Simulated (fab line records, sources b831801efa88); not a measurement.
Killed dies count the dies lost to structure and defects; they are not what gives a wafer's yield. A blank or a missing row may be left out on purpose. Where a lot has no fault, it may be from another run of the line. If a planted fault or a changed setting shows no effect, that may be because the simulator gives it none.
A struck lot beside a sound one ; flow gf180mcu ; 15 out of 602 route steps
Sound: the wafers L773.2, L773.4, L773.5. The struck wafers were L782.1, L782.3, L782.4. The cause is given at the end.
For every step that has rows: the tool of each side, followed by ch and its chambers, followed by its first start. Under that, the readings that differ: sound wafers ; struck wafers ; difference of the means ; sigmas: that difference in standard deviations of wafers without a fault.
alike: same words and numbers on both sides, and readings whose means sit less than 2 such deviations apart. not compared: any withheld reading, any reading some wafer has no value for, any bound like >300 that may hide the same value, and any number with overlapping values for which the record gives no deviation.
A row with sigmas, a row that says differs or no value, or rows on one side alone: a step with any of these is where the two part. Numbers that have no deviation but don't overlap get no sigmas and don't part them. A reading missing from all wafers of one side parts the sides only when that side holds two or more wafers.

first, 6 steps without rows for these wafers: GF_PSD_HMDS_01 (prime time 60 s); GF_PSD_COAT_02 (resist thk 1000 nm); GF_PSD_SOFTBAKE_03 (time 60 s); GF_PSD_EXPOSE_04 (exposes mask Pplus, target cd 400 nm); GF_PSD_PEB_05; GF_PSD_DEVELOP_06 (develop time 60 s).
GF_PSD_CD_MEAS_07: target cd 400 nm.
  sound on cd_sem-01, day 14 19:48; struck on cd_sem-01, day 18 03:16
  alike: cd_nm
GF_PSD_OVL_MEAS_08:
  sound on overlay-01, day 14 19:54; struck on overlay-01, day 18 03:23
reading;sound;struck;difference;sigmas
PSD_OVL (nm);-2.0 -3.2 -2.7;1.2 0.3 2.4;+3.9;+2
after that, 1 step had no rows for these wafers: GF_PSD_IMPLANT_09.
GF_PSD_STRIP_10: strips in O2/N2.
  sound on plasma_asher-02 ch 0,1, day 14 20:05; struck on plasma_asher-03 ch 0,1, day 18 03:35
reading;sound;struck;difference;sigmas
drypump_motor_current_A (A);6.0 6.5 6.0;4.9 4.9 5.4;-1.1;-2
heater_power_w (W);366 387 373;317 319 323;-56;-2
  alike: oes_product_au, strip_time_to_endpoint_s
  not compared: rf_hours_counter_h
GF_PSD_TW_MEAS_11:
  sound on film_metro-03, day 14 20:11; struck on film_metro-03, day 18 03:41
  alike: PSD_TW
then, 1 step without rows for these wafers: GF_PSD_CLEAN_12 (cleans in SC1/SC2, time 150 s).
GF_PSD_RTA_13: time 20 s.
  struck on rtp_anneal-01, day 18 03:48; sound on rtp_anneal-02 ch 0, day 14 20:22
  no value came back on the struck wafers for anneal_temp_c_max, chamber_o2_ppm, lamp_power_pct (%), wafer_temp_C_max; on the sound wafers anneal_temp_c_max reads 1032.7 1032.1 1032.1
GF_PSD_RS_MEAS_14: measurement is done with a four-point probe.
  sound on film_metro-03, day 14 20:27; struck on film_metro-03, day 18 03:53
reading;sound;struck;difference;sigmas
NSD_RS (ohm/sq);46.26 46.18 46.21;- - -;no value on the struck wafers;
GF_PSD_RS_MEAS_15: measurement is done with a four-point probe.
  sound on film_metro-03, day 14 20:34; struck on film_metro-03, day 18 04:00
reading;sound;struck;difference;sigmas
PSD_RS (ohm/sq);108.4 108.3 108.3;- - -;no value on the struck wafers;

== WHERE THEY PART ==
Last at GF_PSD_RS_MEAS_15 as far as this record goes, first at GF_PSD_OVL_MEAS_08.

WHY: whatever the simulator had introduced
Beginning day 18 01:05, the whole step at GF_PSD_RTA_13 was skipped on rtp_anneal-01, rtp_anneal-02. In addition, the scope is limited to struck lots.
